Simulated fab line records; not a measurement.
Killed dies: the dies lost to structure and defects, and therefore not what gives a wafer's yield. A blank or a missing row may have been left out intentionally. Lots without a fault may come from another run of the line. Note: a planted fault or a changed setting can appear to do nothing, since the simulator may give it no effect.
A lot that was struck, set against a sound lot	flow sky130	15 out of 708 route steps
Sound: wafers L853.2, L853.5, L853.6. The struck wafers were L855.2, L855.4, L855.5. The cause is named last.
Each step with rows lists, per side, the tool, then ch with its chambers, then its first start. Under that, the readings that differ: sound wafers	struck wafers	difference of the means	sigmas: that difference in standard deviations of wafers without a fault.
alike: same words and numbers on both sides, and readings whose means sit less than 2 such deviations apart. not compared: any withheld reading, any reading some wafer has no value for, any bound like >300 that may hide the same value, and any number with overlapping values for which the record gives no deviation.
A row with sigmas, a row that says differs or no value, or rows on one side alone: a step with any of these is where the two part. Non-overlapping numbers with no deviation appear without sigmas and do not part them. A reading missing from all wafers of one side parts the sides only when that side holds two or more wafers.

SKY_VIA1_BOW_MEAS_03:
  struck on filmMetro-03, day 36 02:44; sound on filmMetro-02, day 35 17:20
  alike: VIA1_BOW
then, 8 steps without rows for these wafers: SKY_VIA1_DEHYDRATE_04 (time 60 s); SKY_VIA1_HMDS_05 (prime time 60 s); SKY_VIA1_COAT_06 (resist thk 60 nm); SKY_VIA1_COAT_07 (resist thk 450 nm); SKY_VIA1_SOFTBAKE_08 (time 90 s); SKY_VIA1_EXPOSE_09 (exposes mask VIM, target cd 150 nm); SKY_VIA1_PEB_10; SKY_VIA1_DEVELOP_11 (develop time 60 s).
SKY_VIA1_CD_MEAS_12 targets a cd of 150 nm.
  struck on cdSem-01, day 37 04:41; sound on cdSem-01, day 36 18:57
reading	sound	struck	difference	sigmas
cdNm (nm)	146.5 146.3 146.9	150.4 150.7 152.0	+4.5	+2
SKY_VIA1_OVL_MEAS_13:
  struck on overlay-02, day 37 04:48; sound on overlay-02, day 36 19:04
reading	sound	struck	difference	sigmas
VIA1_OVL (nm)	-5 -1 1	-8 -19 -11	-11	-2
SKY_VIA1_ETCH_14: etches BARC in N2/H2, stops on SiO2, time 45.08 s, target depth 60 nm.
  sound on rieDiel-03 ch 1,2,3, day 36 19:05; struck on rieDiel-03 ch 1,2, day 37 04:50
reading	sound	struck	difference	sigmas
oesProductAu (a.u.)	0.865 0.867 0.865	0.861 0.853 0.852	-0.010	-2
  alike: biasW, chamberPressureMTorr, drypumpMotorCurrentA, throttleValvePct
  not compared: rfHoursCounterH
SKY_VIA1_ETCH_15: etches SiO2 in C4F8/O2/Ar, stops on TiN, target depth 351 nm, time 54 s.
  sound on rieDiel-03 ch 1,2,3, day 36 19:08; struck on rieDiel-03 ch 1,2, day 37 04:52
  no value came back on the struck wafers for biasW (W), chamberPressureMTorr (mTorr), oesProductAu (a.u.); on the sound wafers biasW (W) reads 1195 1202 1198
reading	sound	struck	difference	sigmas
model.KrF-thick_of_VIA1_COAT_07.thkNm (nm)	323.8 326.1 325.3	390.4 391.6 391.5	+66.1	
  not compared: rfHoursCounterH
SKY_VIA1_STRIP_16: strips in O2/N2.
  sound on plasmaAsher-01 ch 0,1, day 36 19:11; struck on plasmaAsher-01 ch 0,1, day 37 04:55
reading	sound	struck	difference	sigmas
oesProductAu (a.u.)	0.421 0.418 0.417	0.445 0.452 0.447	+0.029	+6
stripTimeToEndpointS (s)	4.474 4.494 4.478	5.175 5.183 5.183	+0.698	+35
  alike: drypumpMotorCurrentA
  not compared: rfHoursCounterH
then, 1 step without rows for these wafers: SKY_VIA1_STRIP_17 (strips in post etch residue remover, time 1200 s).

WHERE THEY PART
At SKY_VIA1_CD_MEAS_12 first; at SKY_VIA1_STRIP_16 last (within this record only).

WHY: what had been put in by the simulator
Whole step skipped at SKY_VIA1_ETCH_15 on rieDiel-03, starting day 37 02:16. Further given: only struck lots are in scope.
